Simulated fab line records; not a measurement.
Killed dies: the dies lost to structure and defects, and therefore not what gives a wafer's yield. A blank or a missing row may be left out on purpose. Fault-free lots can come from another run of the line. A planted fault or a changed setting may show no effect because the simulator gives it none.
What tool caused it? || flow gf180mcu || Sampling: 14 lots, 42 wafers, 5 of 602 route steps

## WHAT THE GAUGES READ, wafer by wafer
GF_NWELL_TW_MEAS_11.
{"lot": "L577", "measured": "day 3 06:53", "on": "film_metro-02", "NWELL_TW": "1595 1600 1606"}
{"lot": "L579", "measured": "day 3 17:43", "on": "film_metro-03", "NWELL_TW": "1581 1586 1579"}
{"lot": "L580", "measured": "day 4 00:28", "on": "film_metro-03", "NWELL_TW": "1575 1580 1580"}
{"lot": "L583", "measured": "day 4 18:47", "on": "film_metro-02", "NWELL_TW": "1601 1598 1602"}
{"lot": "L584", "measured": "day 4 21:25", "on": "film_metro-04", "NWELL_TW": "1600 1598 1600"}
{"lot": "L586", "measured": "day 5 08:48", "on": "film_metro-02", "NWELL_TW": "1598 1597 1598"}
{"lot": "L587", "measured": "day 5 13:14", "on": "film_metro-03", "NWELL_TW": "1586 1593 1588"}
{"lot": "L588", "measured": "day 5 20:45", "on": "film_metro-03", "NWELL_TW": "1594 1582 1581"}
{"lot": "L589", "measured": "day 6 01:02", "on": "film_metro-02", "NWELL_TW": "1608 1606 1596"}
{"lot": "L590", "measured": "day 6 05:50", "on": "film_metro-03", "NWELL_TW": "1584 1594 1581"}
{"lot": "L591", "measured": "day 6 11:14", "on": "film_metro-02", "NWELL_TW": "1612 1601 1613"}
{"lot": "L594", "measured": "day 7 02:16", "on": "film_metro-02", "NWELL_TW": "1595 1603 1593"}
{"lot": "L599", "measured": "day 8 08:41", "on": "film_metro-04", "NWELL_TW": "1600 1610 1599"}
{"lot": "L600", "measured": "day 8 15:37", "on": "film_metro-02", "NWELL_TW": "1611 1613 1610"}

GF_HV_LDD_CD_MEAS_07: the cd target is 400 nm.
{"lot": "L577", "measured": "day 9 23:13", "on": "cd_sem-02", "cd_nm (nm)": "401.0 401.2 400.6"}
{"lot": "L579", "measured": "day 10 12:17", "on": "cd_sem-02", "cd_nm (nm)": "401.6 402.6 401.7"}
{"lot": "L580", "measured": "day 10 19:57", "on": "cd_sem-01", "cd_nm (nm)": "398.7 399.5 399.4"}
{"lot": "L583", "measured": "day 11 20:11", "on": "cd_sem-01", "cd_nm (nm)": "400.1 401.3 403.4"}
{"lot": "L584", "measured": "day 12 07:17", "on": "cd_sem-01", "cd_nm (nm)": "399.6 398.8 398.6"}
{"lot": "L586", "measured": "day 12 15:16", "on": "cd_sem-01", "cd_nm (nm)": "400.2 397.9 399.1"}
{"lot": "L587", "measured": "day 13 01:05", "on": "cd_sem-01", "cd_nm (nm)": "398.3 398.0 400.7"}
{"lot": "L588", "measured": "day 13 10:58", "on": "cd_sem-01", "cd_nm (nm)": "398.7 398.8 400.1"}
{"lot": "L589", "measured": "day 13 14:27", "on": "cd_sem-01", "cd_nm (nm)": "396.1 397.6 397.0"}
{"lot": "L590", "measured": "day 13 22:09", "on": "cd_sem-02", "cd_nm (nm)": "394.5 389.8 393.1"}
{"lot": "L591", "measured": "day 14 03:03", "on": "cd_sem-01", "cd_nm (nm)": "394.7 395.0 394.4"}
{"lot": "L594", "measured": "day 15 08:07", "on": "cd_sem-02", "cd_nm (nm)": "400.3 398.4 399.8"}
{"lot": "L599", "measured": "day 16 18:53", "on": "cd_sem-02", "cd_nm (nm)": "401.5 402.1 400.1"}
{"lot": "L600", "measured": "day 17 06:11", "on": "cd_sem-02", "cd_nm (nm)": "401.5 400.2 402.0"}

GF_CONTACT_THK_MEAS_26: measures by xrf.
{"lot": "L577", "measured": "day 16 02:09", "on": "film_metro-03", "CONTACT_W_THK (nm)": "300 303 302"}
{"lot": "L579", "measured": "day 16 17:29", "on": "film_metro-04", "CONTACT_W_THK (nm)": "295 297 297"}
{"lot": "L580", "measured": "day 17 06:25", "on": "film_metro-04", "CONTACT_W_THK (nm)": "292 296 293"}
{"lot": "L583", "measured": "day 18 10:10", "on": "film_metro-03", "CONTACT_W_THK (nm)": "296 297 294"}
{"lot": "L584", "measured": "day 19 00:14", "on": "film_metro-02", "CONTACT_W_THK (nm)": "299 297 295"}
{"lot": "L586", "measured": "day 19 08:58", "on": "film_metro-04", "CONTACT_W_THK (nm)": "301 297 298"}
{"lot": "L587", "measured": "day 19 19:07", "on": "film_metro-02", "CONTACT_W_THK (nm)": "301 296 300"}
{"lot": "L588", "measured": "day 20 06:46", "on": "film_metro-04", "CONTACT_W_THK (nm)": "299 298 298"}
{"lot": "L589", "measured": "day 20 13:11", "on": "film_metro-04", "CONTACT_W_THK (nm)": "299 300 295"}
{"lot": "L590", "measured": "day 20 20:50", "on": "film_metro-04", "CONTACT_W_THK (nm)": "299 307 300"}
{"lot": "L591", "measured": "day 21 04:13", "on": "film_metro-02", "CONTACT_W_THK (nm)": "299 302 300"}
{"lot": "L594", "measured": "day 22 09:13", "on": "film_metro-02", "CONTACT_W_THK (nm)": "299 298 297"}
{"lot": "L599", "measured": "day 24 01:04", "on": "film_metro-02", "CONTACT_W_THK (nm)": "306 302 305"}
{"lot": "L600", "measured": "day 24 11:30", "on": "film_metro-02", "CONTACT_W_THK (nm)": "295 295 299"}

## TOOL THAT RAN EACH LOT (tool first, then ch and the chambers of the sampled wafers, then the start)
{"lot": "L577", "GF_HV_LDD_DEVELOP_06": "litho_track-02 ch 0, day 9 23:04", "GF_SALICIDE_SPUTTER_03": "pvd_sputter-02, day 15 02:22"}
{"lot": "L579", "GF_HV_LDD_DEVELOP_06": "litho_track-04 ch 0, day 10 12:08", "GF_SALICIDE_SPUTTER_03": "pvd_sputter-03, day 15 17:07"}
{"lot": "L580", "GF_HV_LDD_DEVELOP_06": "litho_track-04 ch 0, day 10 19:49", "GF_SALICIDE_SPUTTER_03": "pvd_sputter-02, day 16 05:49"}
{"lot": "L583", "GF_HV_LDD_DEVELOP_06": "litho_track-02 ch 0, day 11 20:03", "GF_SALICIDE_SPUTTER_03": "pvd_sputter-04, day 17 08:10"}
{"lot": "L584", "GF_HV_LDD_DEVELOP_06": "litho_track-01 ch 0, day 12 07:08", "GF_SALICIDE_SPUTTER_03": "pvd_sputter-04, day 17 22:07"}
{"lot": "L586", "GF_HV_LDD_DEVELOP_06": "litho_track-04 ch 0, day 12 15:07", "GF_SALICIDE_SPUTTER_03": "pvd_sputter-02, day 18 07:07"}
{"lot": "L587", "GF_HV_LDD_DEVELOP_06": "litho_track-01 ch 0, day 13 00:56", "GF_SALICIDE_SPUTTER_03": "pvd_sputter-02, day 18 16:35"}
{"lot": "L588", "GF_HV_LDD_DEVELOP_06": "litho_track-02 ch 0, day 13 10:49", "GF_SALICIDE_SPUTTER_03": "pvd_sputter-04, day 19 04:25"}
{"lot": "L589", "GF_HV_LDD_DEVELOP_06": "litho_track-02 ch 0, day 13 14:18", "GF_SALICIDE_SPUTTER_03": "pvd_sputter-03, day 19 10:32"}
{"lot": "L590", "GF_HV_LDD_DEVELOP_06": "litho_track-02 ch 0, day 13 22:00", "GF_SALICIDE_SPUTTER_03": "pvd_sputter-04, day 19 18:30"}
{"lot": "L591", "GF_HV_LDD_DEVELOP_06": "litho_track-02 ch 0, day 14 02:54", "GF_SALICIDE_SPUTTER_03": "pvd_sputter-03, day 20 01:49"}
{"lot": "L594", "GF_HV_LDD_DEVELOP_06": "litho_track-04 ch 0, day 15 07:59", "GF_SALICIDE_SPUTTER_03": "pvd_sputter-03, day 21 07:34"}
{"lot": "L599", "GF_HV_LDD_DEVELOP_06": "litho_track-04 ch 0, day 16 18:44", "GF_SALICIDE_SPUTTER_03": "pvd_sputter-04, day 23 00:11"}
{"lot": "L600", "GF_HV_LDD_DEVELOP_06": "litho_track-04 ch 0, day 17 06:02", "GF_SALICIDE_SPUTTER_03": "pvd_sputter-02, day 23 10:13"}
- GF_HV_LDD_DEVELOP_06: develop time 60 s.
- GF_SALICIDE_SPUTTER_03: material TiN, target thk 20 nm, time 16.7 s.

## AS READ BY THE TOOLS THEMSELVES (means over the sampled wafers that have a number; for cases with no such wafer, the mark the record gives instead)
GF_SALICIDE_SPUTTER_03.
{"lot": "L577", "tool": "pvd_sputter-02", "throttle_valve_pct (%)": 30.7}
{"lot": "L579", "tool": "pvd_sputter-03", "throttle_valve_pct (%)": 30.5}
{"lot": "L580", "tool": "pvd_sputter-02", "throttle_valve_pct (%)": 30.7}
{"lot": "L583", "tool": "pvd_sputter-04", "throttle_valve_pct (%)": 30.1}
{"lot": "L584", "tool": "pvd_sputter-04", "throttle_valve_pct (%)": 30.3}
{"lot": "L586", "tool": "pvd_sputter-02", "throttle_valve_pct (%)": 30.2}
{"lot": "L587", "tool": "pvd_sputter-02", "throttle_valve_pct (%)": 29.9}
{"lot": "L588", "tool": "pvd_sputter-04", "throttle_valve_pct (%)": 30.4}
{"lot": "L589", "tool": "pvd_sputter-03", "throttle_valve_pct (%)": 30.3}
{"lot": "L590", "tool": "pvd_sputter-04", "throttle_valve_pct (%)": 30.4}
{"lot": "L591", "tool": "pvd_sputter-03", "throttle_valve_pct (%)": 30.5}
{"lot": "L594", "tool": "pvd_sputter-03", "throttle_valve_pct (%)": 30.2}
{"lot": "L599", "tool": "pvd_sputter-04", "throttle_valve_pct (%)": 30.0}
{"lot": "L600", "tool": "pvd_sputter-02", "throttle_valve_pct (%)": 30.2}

## THE ANSWER, worked out from the rows above alone
Rule: usual is defined by the lots themselves. The widest of any qualifying gaps counts: lots, ordered by their means at a reading, are off when they make up no more than a third of the lots, leave a main group of 4 or more, and stand apart from it by 3 or more times the standard deviation of that group's means. A main group whose means are all the same, to the digits that the tables above print for the reading, isn't used. Also off: a lot with no number at a reading for which 4 or more lots have one. Any other lot the step has rows for is counted as sound. First the gauges in route order, then the tools' own readings, where a lot's mean is used as printed above. The first step at which some lot is off is used, and at that step the reading that is off furthest; a lot without a number counts as furthest.
Across all readings shown, no lot is off: no conclusion can be drawn from this.

## WHAT WAS PUT IN BY THE SIMULATOR
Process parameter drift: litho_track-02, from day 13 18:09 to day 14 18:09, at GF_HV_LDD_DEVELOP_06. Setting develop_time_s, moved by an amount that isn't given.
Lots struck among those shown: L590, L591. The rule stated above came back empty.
